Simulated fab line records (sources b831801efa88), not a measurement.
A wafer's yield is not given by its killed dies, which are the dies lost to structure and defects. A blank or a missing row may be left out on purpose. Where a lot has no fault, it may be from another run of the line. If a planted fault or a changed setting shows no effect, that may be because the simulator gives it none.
Chamber matching + flow sky130 + 4 sister chambers for SKY_LI_CONTACT_CMP_02 on cmp-02
The step polishes PSG. 8 wafers are shown with their chamber, then 8 later ones without.

== WAFERS PAIRED WITH THEIR CHAMBERS ==
| wafer  | chamber | motor-current-A (A) | time-to-endpoint-s (s) |
|--------|---------|---------------------|------------------------|
| L861.3 | 3       | 10.2                | 24                     |
| L864.3 | 3       | 10.4                | 25                     |
| L865.2 | 1       | 12.2                | 32                     |
| L865.5 | 2       | 14.4                | 31                     |
| L869.2 | 1       | 12.3                | 37                     |
| L869.4 | 2       | 14.7                | 30                     |
| L869.6 | 0       | 11.2                | 35                     |
| L870.1 | 0       | 10.8                | 39                     |

== WAFERS WITHOUT THEIR CHAMBER ==
| wafer  | motor-current-A (A) | time-to-endpoint-s (s) |
|--------|---------------------|------------------------|
| L870.2 | 10.0                | 28                     |
| L870.4 | 13.1                | 40                     |
| L877.2 | 14.1                | 32                     |
| L877.3 | 10.9                | 34                     |
| L877.6 | 13.4                | 37                     |
| L880.1 | 11.9                | 33                     |
| L880.2 | 13.8                | 30                     |
| L880.6 | 14.6                | 31                     |

== WHICH CHAMBER EACH WENT THROUGH ==
| wafer  | from the rows above     | in truth |
|--------|-------------------------|----------|
| L870.2 | 3                       | 3        |
| L870.4 | 1                       | 1        |
| L877.2 | 2                       | 2        |
| L877.3 | 0                       | 0        |
| L877.6 | can't be placed: 1 or 2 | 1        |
| L880.1 | 1                       | 1        |
| L880.2 | 2                       | 2        |
| L880.6 | 2                       | 2        |
Correct placement for 7 of the 8. Can't be placed from these rows: 1 (the true chamber is among the candidates in 1). Wrongly placed: 0.
How it was worked out, from the rows above alone: a wafer's distance from a chamber is the root of the sum, over the readings, of the square of ((its reading less the chamber's mean) divided by the reading's scatter). If the next closest chamber is less than 2 further off than the closest, the wafer can't be placed; otherwise it belongs to the closest. For every chamber, the mean is computed from those of its wafers that are shown. The scatter: the root of (the sum of the squares of (reading less its chamber's mean) over the shown wafers, divided by (wafers less chambers)).
